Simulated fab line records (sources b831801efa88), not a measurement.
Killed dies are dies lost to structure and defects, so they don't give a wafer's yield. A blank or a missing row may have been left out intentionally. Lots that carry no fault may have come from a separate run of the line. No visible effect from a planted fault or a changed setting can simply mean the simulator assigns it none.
Comparing a struck lot with a sound one ; flow sfq line ; 14 steps out of a route of 325
Sound: wafers L463.2, L463.3, L463.4. Struck: wafer L465.1 (left out: L465.4, L465.5 of the same lot, which were not struck); the cause appears at the end.
Per side, at each step with rows, come the tool, then ch with its chambers, and then its first start. Under that, the readings that differ: sound wafers ; struck wafers ; difference of the means ; sigmas: that difference in standard deviations of wafers without a fault.
alike: same words and numbers on both sides, and readings whose means sit less than 2 such deviations apart. not compared: any withheld reading, any reading some wafer has no value for, any bound like >300 that may hide the same value, and any number with overlapping values for which the record gives no deviation.
The two part at a step that has a row with sigmas, a row that says differs or no value, or rows on one side only. When numbers do not overlap yet have no deviation, they are printed without sigmas and do not part them. A reading that every wafer of one side lacks parts them only if that side has two wafers or more.

first, 2 steps without rows for these wafers: SFQ_TRILAYER_I2_VIA_STRIP_SOLV_CLEAN_072 (cleans in NMP, time 600 s); SFQ_TRILAYER_M3_DEP_PRE_CLEAN_074 (time 22.5 s).
SFQ_TRILAYER_M3_DEP_SPUTTER_073: material Nb, target thk 200 nm, time 133.3 s.
  sound: pvd sputter-06 at day 43 23:13; struck: pvd sputter-04 at day 44 18:24
  alike: resputter cathode voltage v, substrate temp c, throttle valve pct
SFQ_M3_RS_MEAS_919: a four-point-probe measurement.
  sound: film metro-04 at day 43 23:19; struck: film metro-01 at day 44 18:29
  alike: M3_NB_RS
then, 6 steps without rows for these wafers: SFQ_TRILAYER_M3_LITHO_COAT_080 (resist thk 62 nm); SFQ_TRILAYER_M3_LITHO_COAT_075 (resist thk 600 nm); SFQ_TRILAYER_M3_LITHO_SOFTBAKE_079; SFQ_TRILAYER_M3_LITHO_EXPOSE_076 (exposes mask M3, target cd 500 nm); SFQ_TRILAYER_M3_LITHO_PEB_078 (peb time 60 s); SFQ_TRILAYER_M3_LITHO_DEVELOP_077 (time 60 s).
-- the record jumps here: 5 days lie between the struck wafers' starts before and after --
SFQ_M3_OVL_MEAS_921:
  sound: overlay-01 at day 49 12:46; struck: overlay-01 at day 49 22:23
  alike: M3_OVL
SFQ_TRILAYER_M3_BARC_OPEN_METAL_ETCH_100: etches BARC in O2, target depth 125 nm, time 41.7 s.
  sound on rie metal-01 ch 0,1, day 49 12:47; struck on rie metal-01 ch 1, day 49 22:25
reading;sound;struck;difference;sigmas
model.KrF_of_TRILAYER_M3_LITHO_COAT_075.thk nm (nm);522.1 523.1 523.1;495.6;-27.2;
  alike: drypump motor current A, oes product au, rf fwd power W
  not compared: rf hours counter h
SFQ_TRILAYER_M3_ETCH_METAL_ETCH_078: etches Nb in Cl2/Ar, stops on SiO2, target depth 240 nm, time 120 s.
  sound on rie metal-01 ch 0,1, day 49 12:51; struck on rie metal-01 ch 1, day 49 22:28
reading;sound;struck;difference;sigmas
model.KrF_of_TRILAYER_M3_LITHO_COAT_075.thk nm (nm);378.1 381.4 379.6;353.6;-26.1;
  alike: drypump motor current A, oes product au, rf fwd power W
  not compared: rf hours counter h
SFQ_TRILAYER_M3_STRIP_STRIP_079: strips in O2.
  sound on rie metal-01 ch 0,1, day 49 12:58; struck on rie metal-01 ch 1, day 49 22:36
reading;sound;struck;difference;sigmas
oes product au (a.u.);1.006 0.992 1.007;1.026;+0.024;+3
platen temp c (C);40.10 40.10 40.00;39.82;-0.25;-2
  alike: drypump motor current A
  not compared: rf hours counter h

WHERE THEY PART
SFQ_TRILAYER_M3_STRIP_STRIP_079 only, going by this record.

WHY: what the simulator had put in
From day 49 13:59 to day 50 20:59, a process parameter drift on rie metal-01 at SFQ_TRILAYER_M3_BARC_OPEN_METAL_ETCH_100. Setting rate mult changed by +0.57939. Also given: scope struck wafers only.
